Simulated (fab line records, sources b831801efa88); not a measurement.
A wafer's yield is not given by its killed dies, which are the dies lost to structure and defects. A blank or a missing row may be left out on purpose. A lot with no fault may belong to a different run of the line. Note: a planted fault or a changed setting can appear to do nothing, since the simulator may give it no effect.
A lot that was struck, set against a sound lot    flow sfqLine    42 steps out of a route of 325
Sound: these wafers, L644.2, L644.3, L644.5. Struck: wafer L658.2 (left out: L658.1, L658.6 of the same lot, which were not struck); the cause appears at the end.
Each step with rows lists, per side, the tool, then ch with its chambers, then its first start. Under that, the readings that differ: sound wafers    struck wafers    difference of the means    sigmas: that difference in standard deviations of wafers without a fault.
alike: a reading whose means differ by less than 2 such deviations, as well as words and numbers matching on both sides. not compared: withheld readings; readings where some wafer has no value; bounds like >300 that might hide an equal value; numbers whose values overlap and for which the record gives no deviation.
Wherever a step has rows on one side only, a row that says differs or no value, or a row with sigmas, the two part there. Non-overlapping numbers with no deviation appear without sigmas and do not part them. A reading that every wafer of one side lacks parts them only if that side has two wafers or more.

first, 6 steps without rows for these wafers: SFQ_TRILAYER_L0_VIA_LITHO_COAT_018 (resist thk 62 nm); SFQ_TRILAYER_L0_VIA_LITHO_COAT_013 (resist thk 650 nm); SFQ_TRILAYER_L0_VIA_LITHO_SOFTBAKE_017; SFQ_TRILAYER_L0_VIA_LITHO_EXPOSE_014 (exposes mask L0V, target cd 700 nm); SFQ_TRILAYER_L0_VIA_LITHO_PEB_016 (peb time 60 s); SFQ_TRILAYER_L0_VIA_LITHO_DEVELOP_015 (time 60 s).
SFQ_L0V_OVL_MEAS_903:
  sound on overlay-02, day 8 01:34; struck on overlay-02, day 12 12:45
  alike: L0V_OVL
then, 1 step without rows for these wafers: SFQ_TRILAYER_L0_VIA_BARC_OPEN_VIA_ETCH_021 (etches BARC in O2, target depth 125 nm, time 41.7 s).
SFQ_TRILAYER_L0_VIA_ETCH_VIA_ETCH_016: etches SiO2 in CHF3, stops on MoNx KI, target depth 80 nm.
  sound on rieDiel-04 ch 1,2, day 8 01:38; struck on rieDiel-02 ch 2, day 12 12:50
  alike: drypumpMotorCurrentA, oesProductAu
then, 3 steps without rows for these wafers: SFQ_TRILAYER_L0_VIA_STRIP_STRIP_017 (strips in O2); SFQ_TRILAYER_L0_VIA_STRIP_SOLV_CLEAN_018 (cleans in NMP, time 600 s); SFQ_TRILAYER_M0_DEP_PRE_CLEAN_020 (time 15 s).
SFQ_TRILAYER_M0_DEP_SPUTTER_019: material Nb, target thk 200 nm, time 133.3 s.
  sound on pvdSputter-04, day 8 02:30; struck on pvdSputter-03, day 12 13:40
reading                                             sound                 struck  difference  sigmas
cathodeDcPowerW (W)                                 2000.7 2000.3 2000.0  1999.6  -0.7        -2
model.Nb_of_TRILAYER_M0_DEP_SPUTTER_019.thkNm (nm)  202.6 200.2 201.6     326.1   +124.6      
  alike: throttleValvePct
SFQ_M0_RS_MEAS_904: the measuring method here is four-point-probe.
  sound on filmMetro-01, day 8 02:37; struck on filmMetro-04, day 12 13:46
reading            sound              struck  difference  sigmas
M0_NB_RS (ohm/sq)  0.877 0.887 0.881  0.543   -0.339      -37
then, 6 steps without rows for these wafers: SFQ_TRILAYER_M0_LITHO_COAT_026 (resist thk 62 nm); SFQ_TRILAYER_M0_LITHO_COAT_021 (resist thk 600 nm); SFQ_TRILAYER_M0_LITHO_SOFTBAKE_025; SFQ_TRILAYER_M0_LITHO_EXPOSE_022 (exposes mask M0, target cd 500 nm); SFQ_TRILAYER_M0_LITHO_PEB_024 (peb time 60 s); SFQ_TRILAYER_M0_LITHO_DEVELOP_023 (time 60 s).
-- the record jumps here: 5 days lie between the struck wafers' starts before and after --
SFQ_M0_OVL_MEAS_906:
  sound on overlay-02, day 12 13:58; struck on overlay-02, day 17 23:55
  alike: M0_OVL
then, 1 step without rows for these wafers: SFQ_TRILAYER_M0_BARC_OPEN_METAL_ETCH_031 (etches BARC in O2, target depth 125 nm, time 41.7 s).
SFQ_TRILAYER_M0_ETCH_METAL_ETCH_024: etches Nb in Cl2/Ar, stops on SiO2, target depth 240 nm, time 120 s.
  sound on rieMetal-03 ch 0,1, day 12 14:03; struck on rieMetal-02 ch 1, day 18 00:01
reading              sound              struck  difference  sigmas
oesProductAu (a.u.)  0.897 0.896 0.901  0.997   +0.099      +14
  alike: drypumpMotorCurrentA
  not compared: rfHoursCounterH
then, 2 steps without rows for these wafers: SFQ_TRILAYER_M0_STRIP_STRIP_025 (strips in O2); SFQ_TRILAYER_M0_STRIP_SOLV_CLEAN_026 (cleans in NMP, time 600 s).
SFQ_TRILAYER_I0_DEP_PECVD_027: deposits SiO2 from SiH4/N2O, time 111.11 s, target thk 500 nm.
  sound on pecvd-03 ch 0,2, day 12 14:57; struck on pecvd-02 ch 1, day 18 00:56
  alike: heaterPowerW, throttleValvePct
  not compared: sinceWetCleanH
SFQ_TRILAYER_I0_CMP_CMP_028: polishes SiO2.
  sound on cmp-02 ch 0,1,3, day 12 15:32; struck on cmp-01 ch 2, day 18 02:01
  alike: motorCurrentA, timeToEndpointS
SFQ_I0_BOW_MEAS_907:
  sound on filmMetro-02, day 12 18:03; struck on filmMetro-03, day 18 04:01
  alike: I0_BOW
SFQ_TRILAYER_I0_METRO_MEASURE_029:
  sound on filmMetro-02, day 12 18:21; struck on filmMetro-03, day 18 04:08
  alike: thkNm
then, 6 steps without rows for these wafers: SFQ_TRILAYER_I0_VIA_LITHO_COAT_036 (resist thk 62 nm); SFQ_TRILAYER_I0_VIA_LITHO_COAT_031 (resist thk 650 nm); SFQ_TRILAYER_I0_VIA_LITHO_SOFTBAKE_035; SFQ_TRILAYER_I0_VIA_LITHO_EXPOSE_032 (exposes mask I0, target cd 500 nm); SFQ_TRILAYER_I0_VIA_LITHO_PEB_034 (peb time 60 s); SFQ_TRILAYER_I0_VIA_LITHO_DEVELOP_033 (time 60 s).
-- the record jumps here: 7 days lie between the struck wafers' starts before and after --
SFQ_I0_OVL_MEAS_908:
  sound on overlay-02, day 13 06:26; struck on overlay-01, day 25 01:33
  alike: I0_OVL
SFQ_TRILAYER_I0_VIA_BARC_OPEN_VIA_ETCH_046: etches BARC in O2, target depth 125 nm, time 41.7 s.
  sound on rieDiel-01 ch 0,1, day 13 06:28; struck on rieDiel-01 ch 0, day 25 01:35
  alike: drypumpMotorCurrentA, oesProductAu
  not compared: rfHoursCounterH
then, 4 steps without rows for these wafers: SFQ_TRILAYER_I0_VIA_ETCH_VIA_ETCH_034 (etches SiO2 in CHF3, stops on Nb, target depth 260 nm); SFQ_TRILAYER_I0_VIA_STRIP_STRIP_035 (strips in O2); SFQ_TRILAYER_I0_VIA_STRIP_SOLV_CLEAN_036 (cleans in NMP, time 600 s); SFQ_TRILAYER_M1_DEP_PRE_CLEAN_038 (time 22.5 s).
-- the record jumps here: 54 days lie between the struck wafers' starts before and after --
SFQ_M8_BOW_MEAS_951:
  sound on filmMetro-03, day 76 21:36; struck on filmMetro-04, day 78 21:11
reading                      sound                 struck  difference  sigmas
model.etest.m0.combLog10Ohm  12 12 12              0       -12         
model.etest.m0.ohmSq         0.8779 0.8887 0.8822  0.5455  -0.3374     
  alike: M8_BOW

## WHERE THEY PART
Last at SFQ_TRILAYER_M0_ETCH_METAL_ETCH_024 as far as this record goes, first at SFQ_TRILAYER_M0_DEP_SPUTTER_019. Later steps at which nothing parts them and some readings are alike: SFQ_TRILAYER_I0_DEP_PECVD_027, SFQ_TRILAYER_I0_CMP_CMP_028, SFQ_I0_BOW_MEAS_907, SFQ_TRILAYER_I0_METRO_MEASURE_029, SFQ_I0_OVL_MEAS_908, SFQ_TRILAYER_I0_VIA_BARC_OPEN_VIA_ETCH_046, SFQ_M8_BOW_MEAS_951.

WHY: what the simulator had put in
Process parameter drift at SFQ_TRILAYER_M0_DEP_SPUTTER_019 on pvdSputter-03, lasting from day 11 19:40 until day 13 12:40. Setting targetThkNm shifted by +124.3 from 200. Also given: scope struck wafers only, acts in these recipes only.
